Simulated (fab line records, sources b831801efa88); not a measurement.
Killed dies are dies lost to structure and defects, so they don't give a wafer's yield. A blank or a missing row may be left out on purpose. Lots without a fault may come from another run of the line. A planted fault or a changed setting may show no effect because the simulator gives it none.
A struck lot beside a sound one | flow sky130 | 32 steps out of a route of 708
Sound: wafers L649.2, L649.4, L649.6. Struck: wafers L654.1, L654.3, L654.5. The cause comes at the end.
At each step with rows: each side's tool, then ch and its chambers, then its first start. Under that, the readings that differ: sound wafers | struck wafers | difference of the means | sigmas: that difference in standard deviations of wafers without a fault.
alike: readings whose means differ by less than 2 such deviations, and words and numbers that are the same on both sides. not compared: withheld readings, readings that some wafer has no value for, bounds like >300 that may hide the same value, and numbers for which the record gives no deviation and whose values overlap.
The two part at a step that has a row with sigmas, a row that says differs or no value, or rows on one side only. Numbers that don't overlap but have no deviation are shown without sigmas and don't part them. A reading that every wafer of one side lacks parts them only if that side has two wafers or more.

first, 5 steps without rows for these wafers: SKY_VIA1_STRIP_17 (strips in post etch residue remover, time 1200 s); SKY_VIA1_CLEAN_18 (cleans in IPA, time 180 s); SKY_VIA1_CLEAN_19 (cleans in O3/DIW); SKY_VIA1_SPUTTER_20 (material TiN, target thk 20 nm, time 80 s); SKY_VIA1_CVD_21 (deposits W, target thk 270 nm, time 80.902 s).
SKY_VIA1_RS_MEAS_22: measures by four-point-probe.
  sound on film_metro-03, day 37 03:29; struck on film_metro-03, day 38 10:26
  alike: VIA1_W_RS
SKY_VIA1_THK_MEAS_23: measures by xrf.
  sound on film_metro-03, day 37 03:36; struck on film_metro-03, day 38 10:34
  alike: VIA1_W_THK
SKY_VIA1_CMP_24: polishes, stops on SiO2, t overpolish 15 s, target thk 0 nm.
  sound on cmp-02 ch 0,2,3, day 37 04:26; struck on cmp-01 ch 0,1,3, day 38 10:43
  alike: motor_current_A, overpolish_run_s, time_to_endpoint_s
SKY_METAL2_SPUTTER_00: material Ti, target thk 15 nm, time 10 s.
  sound on pvd_sputter-02, day 37 04:44; struck on pvd_sputter-02, day 38 10:55
  alike: chamber_pressure_pa, throttle_valve_pct
SKY_METAL2_SPUTTER_01: material TiN, target thk 20 nm, time 16.7 s.
  sound on pvd_sputter-02, day 37 04:46; struck on pvd_sputter-02, day 38 10:56
  alike: chamber_pressure_pa, throttle_valve_pct
then, 1 step without rows for these wafers: SKY_METAL2_SPUTTER_02 (material AlCu, target thk 250 nm, time 13.3 s).
SKY_METAL2_SPUTTER_03: material Ti, target thk 5 nm, time 3.3 s.
  sound on pvd_sputter-02, day 37 04:49; struck on pvd_sputter-02, day 38 10:59
  alike: chamber_pressure_pa, throttle_valve_pct
SKY_METAL2_SPUTTER_04: material TiN, target thk 70 nm, time 58.3 s.
  sound on pvd_sputter-02, day 37 04:50; struck on pvd_sputter-02, day 38 11:01
  reading                                    | sound                | struck               | difference | sigmas
  chamber_pressure_pa (Pa)                   | 0.4011 0.3992 0.4007 | 0.2900 0.2895 0.2918 | -0.1099    | -99 or more
  throttle_valve_pct (%)                     | 31.7 28.7 28.7       | 32.9 36.9 34.1       | +4.9       | +4
  model.TiN_of_METAL2_SPUTTER_04.thk_nm (nm) | 70.66 70.39 70.36    | 74.19 73.99 73.85    | +3.54      |
SKY_METAL2_RS_MEAS_05: measures by four-point-probe.
  sound on film_metro-03, day 37 04:54; struck on film_metro-04, day 38 11:03
  alike: METAL2_ALCU_RS
SKY_METAL2_THK_MEAS_06: measures by xrf.
  sound on film_metro-03, day 37 05:01; struck on film_metro-04, day 38 11:10
  alike: METAL2_ALCU_THK
then, 8 steps without rows for these wafers: SKY_METAL2_DEHYDRATE_07 (time 60 s); SKY_METAL2_HMDS_08 (prime time 60 s); SKY_METAL2_COAT_09 (resist thk 60 nm); SKY_METAL2_COAT_10 (resist thk 450 nm); SKY_METAL2_SOFTBAKE_11 (time 90 s); SKY_METAL2_EXPOSE_12 (exposes mask MM2, target cd 140 nm); SKY_METAL2_PEB_13; SKY_METAL2_DEVELOP_14 (develop time 60 s).
SKY_METAL2_CD_MEAS_15: target cd 140 nm.
  sound on cd_sem-01, day 38 06:02; struck on cd_sem-01, day 39 11:58
  alike: cd_nm
SKY_METAL2_OVL_MEAS_16:
  sound on overlay-02, day 38 06:08; struck on overlay-01, day 39 12:05
  alike: METAL2_OVL
then, 1 step without rows for these wafers: SKY_METAL2_DESCUM_17 (chemistry O2, time 8 s).
SKY_METAL2_ETCH_18: etches BARC in N2/H2, stops on SiO2, time 45.9 s, target depth 60 nm.
  sound on rie_metal-04 ch 0,1, day 38 06:12; struck on rie_metal-01 ch 0,1, day 39 12:09
  alike: drypump_motor_current_A, oes_product_au, rf_fwd_power_W, throttle_valve_pct
  not compared: rf_hours_counter_h
then, 2 steps without rows for these wafers: SKY_METAL2_METAL_ETCH_19 (etches the open film in Cl2/BCl3, stops on SiO2, target depth 360 nm, time 78 s); SKY_METAL2_STRIP_20 (strips in O2/N2).
SKY_METAL2_STRIP_21: strips in post etch residue remover, time 1200 s.
  sound on wet_bench-01 ch 1, day 38 06:28; struck on wet_bench-02 ch 2, day 39 12:25
  reading                                    | sound             | struck            | difference | sigmas
  model.TiN_of_METAL2_SPUTTER_04.thk_nm (nm) | 70.24 69.97 69.94 | 73.77 73.57 73.44 | +3.54      |
then, 1 step without rows for these wafers: SKY_METAL2_CLEAN_22 (cleans in IPA, time 180 s).
SKY_PAD_OPEN_PROBE_99:
  the record has rows for the sound wafers here (prober-02, day 48 05:32) and none for the struck ones

WHERE THEY PART
First at SKY_METAL2_SPUTTER_04; last, within this record, at SKY_PAD_OPEN_PROBE_99.

WHY: what the simulator had put in
Process parameter drift: pvd_sputter-02, from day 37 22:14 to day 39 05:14, at SKY_METAL2_SPUTTER_04. Setting chamber_pressure_pa, moved by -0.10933, from 0.4. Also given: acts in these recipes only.
